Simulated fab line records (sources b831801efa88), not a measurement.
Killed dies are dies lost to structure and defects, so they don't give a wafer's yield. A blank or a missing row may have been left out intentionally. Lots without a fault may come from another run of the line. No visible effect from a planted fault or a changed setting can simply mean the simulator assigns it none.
The tool behind it: which one? + flow sky130 + 12 lots with 36 wafers sampled at 4 steps, on a route of 708 steps

WHAT THE GAUGES SHOWED, per wafer
SKY_FIELD_ISO_CD_MEAS_13: the cd target is 150 nm. Usual: 149.8 nm for cd nm, sd 1.8.
| lot  | measured    | on        | cd nm (nm)        | flag |
|------|-------------|-----------|-------------------|------|
| L604 | day 3 08:01 | cd sem-02 | 150.6 150.2 150.3 |      |
| L605 | day 3 11:50 | cd sem-02 | 149.5 148.8 149.7 |      |
| L606 | day 3 16:56 | cd sem-02 | 148.7 148.1 148.5 |      |
| L608 | day 4 02:44 | cd sem-01 | 150.2 151.3 150.1 |      |
| L610 | day 4 14:39 | cd sem-02 | 150.2 152.1 150.9 |      |
| L612 | day 4 23:08 | cd sem-01 | 150.2 149.4 149.8 |      |
| L615 | day 5 19:44 | cd sem-02 | 149.3 147.5 148.2 |      |
| L616 | day 5 23:01 | cd sem-02 | 149.4 150.8 149.4 |      |
| L619 | day 6 12:36 | cd sem-01 | 148.3 148.6 148.3 |      |
| L620 | day 6 19:00 | cd sem-02 | 150.9 152.7 151.3 |      |
| L621 | day 7 02:19 | cd sem-02 | 153.0 151.6 152.6 |      |
| L622 | day 7 05:59 | cd sem-01 | 149.4 149.2 149.0 |      |

SKY_NWELL_TW_MEAS_26. Usual: for NWELL_2_TW the level is 492 and the standard deviation is 3.9.
| lot  | measured     | on            | NWELL_2_TW  | flag |
|------|--------------|---------------|-------------|------|
| L604 | day 6 15:55  | film metro-03 | 487 488 489 |      |
| L605 | day 6 20:50  | film metro-03 | 550 550 549 | OFF  |
| L606 | day 7 04:02  | film metro-03 | 485 485 487 |      |
| L608 | day 7 14:42  | film metro-04 | 554 556 554 | OFF  |
| L610 | day 8 03:06  | film metro-04 | 556 560 557 | OFF  |
| L612 | day 8 13:38  | film metro-02 | 494 495 493 |      |
| L615 | day 9 15:35  | film metro-03 | 486 489 487 |      |
| L616 | day 9 20:33  | film metro-03 | 488 489 488 |      |
| L619 | day 10 11:14 | film metro-02 | 498 497 496 |      |
| L620 | day 10 19:03 | film metro-02 | 498 497 497 |      |
| L621 | day 11 00:59 | film metro-04 | 491 493 492 |      |
| L622 | day 11 05:11 | film metro-02 | 495 497 499 |      |

EACH LOT AND THE TOOL THAT RAN IT (in order: tool; ch and the chambers of the sampled wafers; start)
| lot  | SKY_FIELD_ISO_SOFTBAKE_09                   | SKY_NWELL_IMPLANT_24            |
|------|---------------------------------------------|---------------------------------|
| L604 | litho track-04 ch 0, day 3 08:01 or earlier | implanter-03 ch 0, day 6 15:43  |
| L605 | litho track-01 ch 0, day 3 11:50 or earlier | implanter-03 ch 0, day 6 20:35  |
| L606 | litho track-01 ch 0, day 3 16:56 or earlier | implanter-01 ch 0, day 7 03:47  |
| L608 | litho track-04 ch 0, day 4 02:44 or earlier | implanter-03 ch 0, day 7 14:28  |
| L610 | litho track-04 ch 0, day 4 14:39 or earlier | implanter-03 ch 0, day 8 02:51  |
| L612 | litho track-04 ch 0, day 4 23:08 or earlier | implanter-01 ch 0, day 8 13:23  |
| L615 | litho track-01 ch 0, day 5 19:44 or earlier | implanter-01 ch 0, day 9 15:22  |
| L616 | litho track-02 ch 0, day 5 23:01 or earlier | implanter-01 ch 0, day 9 20:18  |
| L619 | litho track-01 ch 0, day 6 12:36 or earlier | implanter-03 ch 0, day 10 10:59 |
| L620 | litho track-02 ch 0, day 6 19:00 or earlier | implanter-03 ch 0, day 10 18:48 |
| L621 | litho track-02 ch 0, day 7 02:19 or earlier | implanter-01 ch 0, day 11 00:44 |
| L622 | litho track-04 ch 0, day 7 05:59 or earlier | implanter-01 ch 0, day 11 04:58 |
- SKY_FIELD_ISO_SOFTBAKE_09: time 94.25 s.
- SKY_NWELL_IMPLANT_24

AS READ BY THE TOOLS THEMSELVES (means over the sampled wafers that have a number; for cases with no such wafer, the mark the record gives instead)
SKY_FIELD_ISO_SOFTBAKE_09. Usual: plate sensor t centre C 100.88 C, standard deviation 0.01; plate sensor t edge C 100.95 C, standard deviation 0.011.
| lot  | tool           | plate sensor t centre C (C) | plate sensor t edge C (C) | flag |
|------|----------------|-----------------------------|---------------------------|------|
| L604 | litho track-04 | 100.88                      | 100.95                    |      |
| L605 | litho track-01 | 100.89                      | 100.95                    |      |
| L606 | litho track-01 | 100.89                      | 100.95                    |      |
| L608 | litho track-04 | 100.89                      | 100.95                    |      |
| L610 | litho track-04 | 100.88                      | 100.95                    |      |
| L612 | litho track-04 | 100.88                      | 100.95                    |      |
| L615 | litho track-01 | 100.87                      | 100.96                    |      |
| L616 | litho track-02 | 100.88                      | 100.95                    |      |
| L619 | litho track-01 | 100.88                      | 100.96                    |      |
| L620 | litho track-02 | 100.89                      | 100.96                    |      |
| L621 | litho track-02 | 100.89                      | 100.95                    |      |
| L622 | litho track-04 | 100.88                      | 100.95                    |      |

SKY_NWELL_IMPLANT_24. Usual: dose ions cm2 9.198e+12, standard deviation 1e+10; faraday current uA 51.9, standard deviation 1.1.
| lot  | tool         | dose ions cm2 | faraday current uA | flag |
|------|--------------|---------------|--------------------|------|
| L604 | implanter-03 | 9.202e+12     | 51.2               |      |
| L605 | implanter-03 | 1.348e+13     | 78.6               | OFF  |
| L606 | implanter-01 | 9.212e+12     | 50.2               |      |
| L608 | implanter-03 | 1.347e+13     | 76.1               | OFF  |
| L610 | implanter-03 | 1.347e+13     | 76.1               | OFF  |
| L612 | implanter-01 | 9.195e+12     | 51.6               |      |
| L615 | implanter-01 | 9.190e+12     | 51.6               |      |
| L616 | implanter-01 | 9.216e+12     | 52.7               |      |
| L619 | implanter-03 | 9.187e+12     | 51.4               |      |
| L620 | implanter-03 | 9.201e+12     | 52.2               |      |
| L621 | implanter-01 | 9.199e+12     | 51.7               |      |
| L622 | implanter-01 | 9.202e+12     | 52.9               |      |

THE ANSWER, worked out from the rows above alone
Rule: a lot is off if the mean of its wafers that have a number lies more than 3 standard deviations from the usual mean. Also off: a lot with no number at a reading for which 4 or more lots have one. Where the step has rows for the other lots, those lots are counted as sound. After the gauges, taken in route order, come the tools' own readings; for these a lot's mean is taken, as printed above. At the first step where some lot is off, the reading lying furthest off is the one used; lots without a number count as furthest.
Off: at SKY_NWELL_TW_MEAS_26 (NWELL_2_TW), L605, L608, L610.
If a tool, at a process step before that reading, ran all the lots that are off and no sound lot after the first of them, it fits. Not tried: the gauges at SKY_NWELL_TW_MEAS_26; whatever is off there is also off at SKY_NWELL_IMPLANT_24, on other tools, and gauge error can't account for it. Because SKY_FIELD_ISO_SOFTBAKE_09 lacks a start for some lots, the hours and order of its lots are taken from SKY_FIELD_ISO_CD_MEAS_13. No candidate that was tried fits.

WHAT HAD BEEN PUT IN BY THE SIMULATOR
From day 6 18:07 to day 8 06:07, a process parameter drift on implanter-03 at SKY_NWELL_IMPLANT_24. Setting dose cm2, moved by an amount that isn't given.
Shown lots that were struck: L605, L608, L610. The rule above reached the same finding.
